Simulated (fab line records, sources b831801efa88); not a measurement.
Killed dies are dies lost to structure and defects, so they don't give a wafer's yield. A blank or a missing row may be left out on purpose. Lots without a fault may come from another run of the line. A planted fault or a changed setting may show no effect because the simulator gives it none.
One fault seen from 2 desks | flow sky130 | each desk has only its own numbers; what lay behind them comes last

THE TOOL OWNER'S DESK: pvd_sputter-02
The tool's own readings at SKY_CAPM_SPUTTER_02 (material TiN, target thk 200 nm, time 166.7 s): means of the sampled wafers that have a number, for each lot that ran on this tool. A lot is out of limits, marked OUT, if its mean lies more than 4 standard deviations from the usual mean; the brackets give that distance.
Columns: A = cathode_dc_power_W at SKY_CAPM_SPUTTER_02, usual 6500.2 W; B = throttle_valve_pct at SKY_CAPM_SPUTTER_02, usual 30.0 %
lot  | first seen here | A      | B
L637 | day 37 08:40    | 6500.0 | 29.8
L638 | day 37 10:56    | 6501.3 | 29.4
L642 | day 39 08:39    | 6499.6 | 29.8
L656 | day 42 09:52    | 6501.1 | 29.9
L657 | day 42 12:28    | 6500.3 | 30.0
This desk's finding: nothing out of limits on any of the 5 lots.

THE METROLOGY DESK
What the gauges read, lot by lot, whatever tool the lot ran on: means of the sampled wafers that have a number. A lot is out of limits, marked OUT, if its mean lies more than 4 standard deviations from the usual mean; the brackets give that distance.
Columns: A = CAPM_TIN_RS at SKY_CAPM_RS_MEAS_03, usual 6.91 ohm/sq; B = CAPM_TIN_THK at SKY_CAPM_THK_MEAS_04, usual 202 nm
lot  | first seen here | A               | B
L637 | day 37 08:49    | 6.93            | 201
L638 | day 37 11:02    | 6.88            | 204
L640 | day 37 11:29    | 6.78            | 206
L642 | day 39 08:46    | 6.96            | 199
L643 | day 39 11:04    | 6.93            | 203
L647 | day 39 17:55    | 6.86            | 202
L656 | day 42 09:58    | 6.41 (-4.6) OUT | 219 (+5.3) OUT
L657 | day 42 12:38    | 6.35 (-5.1) OUT | 220 (+5.4) OUT
L659 | day 43 00:20    | 6.90            | 201
L660 | day 43 06:55    | 6.92            | 202
This desk's finding: out of limits on L656, L657; first on L656, day 42 09:58 (CAPM_TIN_RS at SKY_CAPM_RS_MEAS_03). In limits: L637, L638, L640, L642, L643, L647, L659, L660.

PUT TOGETHER
The metrology desk could have raised an alarm at day 42 09:58, on L656, L657.
The tool owner's desk saw nothing out of limits.
The tool owner's desk has L656, L657 on record, within its limits.
Of the lots named, all ran SKY_CAPM_SPUTTER_02 on pvd_sputter-02.

WHAT THE SIMULATOR HAD PUT IN
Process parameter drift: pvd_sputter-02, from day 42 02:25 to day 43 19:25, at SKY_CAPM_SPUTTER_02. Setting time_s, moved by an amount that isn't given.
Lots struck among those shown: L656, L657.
Hours from the fault's start to each desk's first reading out of limits: the metrology desk, 8.
